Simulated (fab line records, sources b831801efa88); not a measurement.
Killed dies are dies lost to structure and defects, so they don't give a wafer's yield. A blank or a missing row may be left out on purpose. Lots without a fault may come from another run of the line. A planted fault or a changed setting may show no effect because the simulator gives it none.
Chamber matching | flow gf180mcu | GF_V2_CVD_02 on pecvd-01: 3 sister chambers
The step deposits SiO2 from TEOS, target thk 850 nm, time 94.851 s. 3 wafers are shown with their chamber, then 8 later ones without.

WAFERS WITH THEIR CHAMBER
wafer  | chamber | heater_power_w (W)
L084.4 | 1       | 608
L087.4 | 2       | 500
L091.3 | 0       | 707

WAFERS WITHOUT THEIR CHAMBER
wafer  | heater_power_w (W)
L091.4 | 630
L091.6 | 569
L095.4 | 498
L095.5 | 553
L095.6 | 560
L096.1 | 701
L096.3 | 509
L096.6 | 552

WHICH CHAMBER EACH WENT THROUGH
wafer  | from the rows above     | in truth
L091.4 | can't be placed: 1 or 0 | 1
L091.6 | can't be placed: 1 or 2 | 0
L095.4 | 2                       | 2
L095.5 | can't be placed: 2 or 1 | 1
L095.6 | can't be placed: 1 or 2 | 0
L096.1 | 0                       | 0
L096.3 | 2                       | 2
L096.6 | can't be placed: 2 or 1 | 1
Placed correctly: 3 of 8. Can't be placed from these rows: 5 (the true chamber is among the candidates in 3). Placed wrongly: 0.
How it was worked out, from the rows above alone: a wafer's distance from a chamber is the root of the sum, over the readings, of the square of ((its reading less the chamber's mean) divided by the reading's scatter). The wafer belongs to the nearest chamber; if the next one is less than 2 further off, it can't be placed. A chamber's mean is the mean of its shown wafers. The scatter: with one shown wafer a chamber, the root of the mean of the squares of how far each hidden wafer lies from its nearest shown one.
